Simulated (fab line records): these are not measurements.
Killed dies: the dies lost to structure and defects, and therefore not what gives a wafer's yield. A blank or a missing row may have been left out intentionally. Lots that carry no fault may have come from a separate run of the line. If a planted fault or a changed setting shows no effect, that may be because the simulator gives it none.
One fault seen from 2 desks || flow gf180mcu || every desk sees just its own numbers, and what lay behind them comes last

## AT THE METROLOGY DESK
Means of the sampled wafers that have a number, per lot and without regard to the tool the lot ran on: this is what the gauges read. Any lot whose mean is over 4 standard deviations away from the usual mean is out of limits and marked OUT; that distance is given in the brackets.
Columns: A = CONTACT_W_RS at GF_CONTACT_RS_MEAS_25, usual 0.385 ohm/sq; B = CONTACT_W_THK at GF_CONTACT_THK_MEAS_26, usual 299 nm
{"lot": "L642", "first seen here": "day 18 08:34", "A": 0.394, "B": 291}
{"lot": "L646", "first seen here": "day 19 22:41", "A": 0.380, "B": 302}
{"lot": "L647", "first seen here": "day 20 03:25", "A": 0.385, "B": 303}
{"lot": "L654", "first seen here": "day 22 16:32", "A": 0.389, "B": 296}
{"lot": "L657", "first seen here": "day 23 16:16", "A": 0.380, "B": 304}
{"lot": "L658", "first seen here": "day 23 21:28", "A": 0.384, "B": 299}
Result from this desk: across the 6 lots, nothing is out of limits.

## DESK OF THE TOOL OWNER: pvd-sputter-04
The tool's own readings at GF_M1_SPUTTER_03 (material Ti, target thk 10 nm, time 6.7 s): means of the sampled wafers that have a number, for each lot that ran on this tool. Any lot whose mean is over 4 standard deviations away from the usual mean is out of limits and marked OUT; that distance is given in the brackets.
Columns: A = throttle-valve-pct at GF_M1_SPUTTER_03, usual 30.0 %
{"lot": "L646", "first seen here": "day 19 23:18", "A": 30.1}
{"lot": "L647", "first seen here": "day 20 04:04", "A": 30.2}
{"lot": "L657", "first seen here": "day 23 16:53", "A": 30.6}
Result from this desk: across the 3 lots, nothing is out of limits.

## PUT TOGETHER
Nothing out of limits was seen by the metrology desk.
Nothing out of limits was seen by the tool owner's desk.

## WHAT THE SIMULATOR PUT IN
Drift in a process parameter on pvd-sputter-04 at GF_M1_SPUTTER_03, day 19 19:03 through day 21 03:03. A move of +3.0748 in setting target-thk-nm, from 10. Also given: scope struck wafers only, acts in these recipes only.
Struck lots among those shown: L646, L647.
